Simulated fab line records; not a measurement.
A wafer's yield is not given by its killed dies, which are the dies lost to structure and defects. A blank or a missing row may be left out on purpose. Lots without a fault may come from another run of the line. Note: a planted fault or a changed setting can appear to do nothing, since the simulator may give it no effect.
What tool caused it? || flow sky130 || Sampling: 6 lots, 17 wafers, 3 of 708 route steps

WHAT THE GAUGES READ, wafer by wafer
SKY_SD_P_CD_MEAS_07: the cd target is 380 nm.
{"lot": "L397", "measured": "day 27 04:31", "on": "cd sem-02", "cd nm (nm)": "376.2 377.8 374.5"}
{"lot": "L400", "measured": "day 27 17:00", "on": "cd sem-02", "cd nm (nm)": "380.2 379.6 378.2"}
{"lot": "L405", "measured": "day 28 19:59", "on": "cd sem-02", "cd nm (nm)": "452.4 452.9"}
{"lot": "L413", "measured": "day 31 04:14", "on": "cd sem-01", "cd nm (nm)": "380.7 377.1 380.0"}
{"lot": "L415", "measured": "day 32 10:56", "on": "cd sem-01", "cd nm (nm)": "381.5 379.1 382.0"}
{"lot": "L418", "measured": "day 32 14:21", "on": "cd sem-01", "cd nm (nm)": "382.7 381.4 382.7"}

WHAT TOOL EACH LOT RAN ON (gives the tool, then ch and the chambers of the sampled wafers, and finally the start)
{"lot": "L397", "SKY_LDD_N_STRIP_16": "plasma asher-03 ch 0,1, day 19 05:43", "SKY_SD_P_COAT_02": "litho track-01 ch 0, day 26 12:21"}
{"lot": "L400", "SKY_LDD_N_STRIP_16": "plasma asher-04 ch 0,1, day 20 10:01", "SKY_SD_P_COAT_02": "litho track-03 ch 0, day 27 03:13"}
{"lot": "L405", "SKY_LDD_N_STRIP_16": "plasma asher-04 ch 1, day 21 09:29", "SKY_SD_P_COAT_02": "litho track-01 ch 0, day 28 06:08"}
{"lot": "L413", "SKY_LDD_N_STRIP_16": "plasma asher-01 ch 0,1, day 23 22:44", "SKY_SD_P_COAT_02": "litho track-03 ch 0, day 30 13:02"}
{"lot": "L415", "SKY_LDD_N_STRIP_16": "plasma asher-01 ch 0,1, day 25 04:54", "SKY_SD_P_COAT_02": "litho track-02 ch 0, day 31 21:57"}
{"lot": "L418", "SKY_LDD_N_STRIP_16": "plasma asher-04 ch 0,1, day 25 10:27", "SKY_SD_P_COAT_02": "litho track-03 ch 0, day 32 01:34"}
- SKY_LDD_N_STRIP_16: strips in O2/N2.
- SKY_SD_P_COAT_02: resist thk 1140 nm.

THE ANSWER, worked out from the rows above alone
Rule: the usual values come from the lots themselves. The widest of any qualifying gaps counts: lots, ordered by their means at a reading, are off when they make up no more than a third of the lots, leave a main group of 4 or more, and stand apart from it by 3 or more times the standard deviation of that group's means. Not used: any main group whose means are identical at the precision the tables above print for the reading. Also off: a lot with no number at a reading for which 4 or more lots have one. Any other lot the step has rows for is counted as sound.
Off: L405, at SKY_SD_P_CD_MEAS_07 (cd nm). Mean 379.6 nm and standard deviation 2 in the main group.
If a tool, at a process step before that reading, ran all the lots that are off and no sound lot after the first of them, it fits. The gauges at SKY_SD_P_CD_MEAS_07 are tried like those tools. Can't be told from this: 2 tools fit, litho track-01 at SKY_SD_P_COAT_02, cd sem-02 at SKY_SD_P_CD_MEAS_07.

WHAT THE SIMULATOR HAD INSERTED
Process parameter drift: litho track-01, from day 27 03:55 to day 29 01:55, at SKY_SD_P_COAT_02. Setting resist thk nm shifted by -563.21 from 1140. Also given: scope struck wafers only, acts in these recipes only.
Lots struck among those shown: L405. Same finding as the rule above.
